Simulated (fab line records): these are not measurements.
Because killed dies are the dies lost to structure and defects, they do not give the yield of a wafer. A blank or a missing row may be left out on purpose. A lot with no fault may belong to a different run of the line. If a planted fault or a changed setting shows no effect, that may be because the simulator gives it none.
Which of the tools did it?	flow sky130	13 lots with 39 wafers sampled at 4 steps, on a route of 708 steps

## WHAT THE GAUGES READ, wafer by wafer
SKY_VIA1_THK_MEAS_23: measures by xrf. Usual: VIA1_W_THK 275 nm, standard deviation 3.7.
lot	measured	on	VIA1_W_THK (nm)	flag
L223	day 33 13:25	film_metro-03	278 275 276	
L224	day 34 00:14	film_metro-01	280 282 276	
L225	day 34 13:27	film_metro-02	274 274 273	
L226	day 34 19:32	film_metro-02	269 273 271	
L232	day 36 13:44	film_metro-03	275 278 277	
L233	day 37 03:35	film_metro-03	274 276 271	
L236	day 37 18:25	film_metro-01	277 272 273	
L237	day 38 08:36	film_metro-01	279 277 275	
L238	day 38 10:34	film_metro-03	270 267 271	
L239	day 39 02:29	film_metro-02	277 272 273	
L241	day 39 07:08	film_metro-03	278 275 276	
L242	day 39 14:51	film_metro-03	280 271 280	
L243	day 40 02:20	film_metro-01	278 280 281	

SKY_CAPM_THK_MEAS_04: measures by xrf. Usual: CAPM_TIN_THK 197.3 nm, standard deviation 2.
lot	measured	on	CAPM_TIN_THK (nm)	flag
L223	day 35 22:14	film_metro-04	197.2 194.7 196.0	
L224	day 36 09:41	film_metro-01	200.1 200.3 199.8	
L225	day 36 22:10	film_metro-02	201.9 198.5 199.7	
L226	day 37 03:52	film_metro-02	200.9 197.7 198.6	
L232	day 38 18:46	film_metro-01	195.6 195.0 197.4	
L233	day 39 10:11	film_metro-02	199.4 199.5 197.0	
L236	day 40 01:04	film_metro-01	198.2 197.2 197.2	
L237	day 40 14:47	film_metro-01	197.0 195.2 196.7	
L238	day 40 16:47	film_metro-04	196.2 194.0 196.8	
L239	day 41 07:51	film_metro-02	202.1 200.9 199.9	
L241	day 41 13:02	film_metro-01	197.6 196.3 196.0	
L242	day 41 18:50	film_metro-02	196.4 198.9 195.7	
L243	day 42 06:16	film_metro-02	198.4 195.6 195.7	

## WHICH TOOL RAN EACH LOT (tool, then ch and the chambers of the sampled wafers, then the start)
lot	SKY_LDD_N_IMPLANT_11	SKY_VIA2_STRIP_16
L223	implanter-01 ch 0, day 17 06:16	plasma_asher-04 ch 0,1, day 35 20:29
L224	implanter-01 ch 0, day 17 18:05	plasma_asher-03 ch 0, day 36 07:57
L225	implanter-01 ch 0, day 18 08:26	plasma_asher-03 ch 0,1, day 36 20:23
L226	implanter-01 ch 0, day 18 16:28	plasma_asher-03 ch 0,1, day 37 01:42
L232	implanter-01 ch 0, day 20 17:27	plasma_asher-02 ch 0,1, day 38 16:54
L233	implanter-01 ch 0, day 21 06:31	plasma_asher-03 ch 0,1, day 39 07:48
L236	implanter-03 ch 0, day 22 08:07	plasma_asher-04 ch 0,1, day 39 23:20
L237	implanter-03 ch 0, day 22 21:49	plasma_asher-04 ch 0,1, day 40 13:03
L238	implanter-03 ch 0, day 22 23:26	plasma_asher-04 ch 0,1, day 40 15:00
L239	implanter-02 ch 0, day 23 18:58	plasma_asher-02 ch 0,1, day 41 06:03
L241	implanter-02 ch 0, day 24 02:07	plasma_asher-03 ch 0,1, day 41 11:18
L242	implanter-03 ch 0, day 24 09:08	plasma_asher-03 ch 0,1, day 41 17:06
L243	implanter-03 ch 0, day 24 20:26	plasma_asher-03 ch 0,1, day 42 04:32
- SKY_LDD_N_IMPLANT_11
- SKY_VIA2_STRIP_16: strips in O2/N2.

## AS READ BY THE TOOLS THEMSELVES (means over the sampled wafers that have a number; for cases with no such wafer, the mark the record gives instead)
SKY_LDD_N_IMPLANT_11. Usual: 20.001 for beam_energy_keV, sd 0.0058.
lot	tool	beam_energy_keV	flag
L223	implanter-01	20.003	
L224	implanter-01	20.000	
L225	implanter-01	20.005	
L226	implanter-01	20.006	
L232	implanter-01	18.090	OFF
L233	implanter-01	18.090	OFF
L236	implanter-03	20.007	
L237	implanter-03	19.994	
L238	implanter-03	19.999	
L239	implanter-02	19.998	
L241	implanter-02	20.002	
L242	implanter-03	19.994	
L243	implanter-03	20.008	

SKY_VIA2_STRIP_16. Usual: drypump_motor_current_A 5.57 A, standard deviation 0.28; oes_product_au 0.398 a.u., standard deviation 0.0049; strip_time_to_endpoint_s 4.035 s, standard deviation 0.029.
lot	tool	drypump_motor_current_A (A)	oes_product_au (a.u.)	strip_time_to_endpoint_s (s)	flag
L223	plasma_asher-04	5.05	0.402	4.075	
L224	plasma_asher-03	5.52	0.394	4.008	
L225	plasma_asher-03	5.66	0.396	4.052	
L226	plasma_asher-03	5.77	0.397	4.032	
L232	plasma_asher-02	5.66	0.400	4.023	
L233	plasma_asher-03	5.65	0.396	4.023	
L236	plasma_asher-04	5.07	0.397	4.029	
L237	plasma_asher-04	5.25	0.392	3.998	
L238	plasma_asher-04	5.05	0.399	4.047	
L239	plasma_asher-02	5.63	0.395	4.039	
L241	plasma_asher-03	5.79	0.399	4.040	
L242	plasma_asher-03	5.77	0.398	4.017	
L243	plasma_asher-03	5.65	0.398	4.050	

## THE ANSWER, worked out from the rows above alone
Rule: take the mean of a lot's wafers that have a number; if it is more than 3 standard deviations from the usual mean, the lot is off. A lot without any number at a reading at which 4 lots or more have one is off too. Where the step has rows for the other lots, those lots are counted as sound. After the gauges, taken in route order, come the tools' own readings; for these a lot's mean is taken, as printed above. At the first step where some lot is off, the reading lying furthest off is the one used; lots without a number count as furthest.
Off at SKY_LDD_N_IMPLANT_11 (beam_energy_keV): L232, L233.
If a tool, at that step or one of the process steps before it, ran each lot that is off and ran no sound lot following the first of them, it fits. One fits: implanter-01 at SKY_LDD_N_IMPLANT_11. Its last sound lot is L226 (day 18 16:28), its first lot that is off L232 (day 20 17:27): a fault that began between those two fits.
On the lots that are off, the tool's own readings at SKY_LDD_N_IMPLANT_11 differ by more than 5 times the standard deviation of the sound lots' means, which bears it out; beam_energy_keV reads 18.090 there versus 20.001 on the sound lots.

## WHAT THE SIMULATOR PUT IN
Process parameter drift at SKY_LDD_N_IMPLANT_11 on implanter-01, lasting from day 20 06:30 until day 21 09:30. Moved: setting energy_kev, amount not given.
Shown lots that were struck: L232, L233. The rule above reached the same finding.
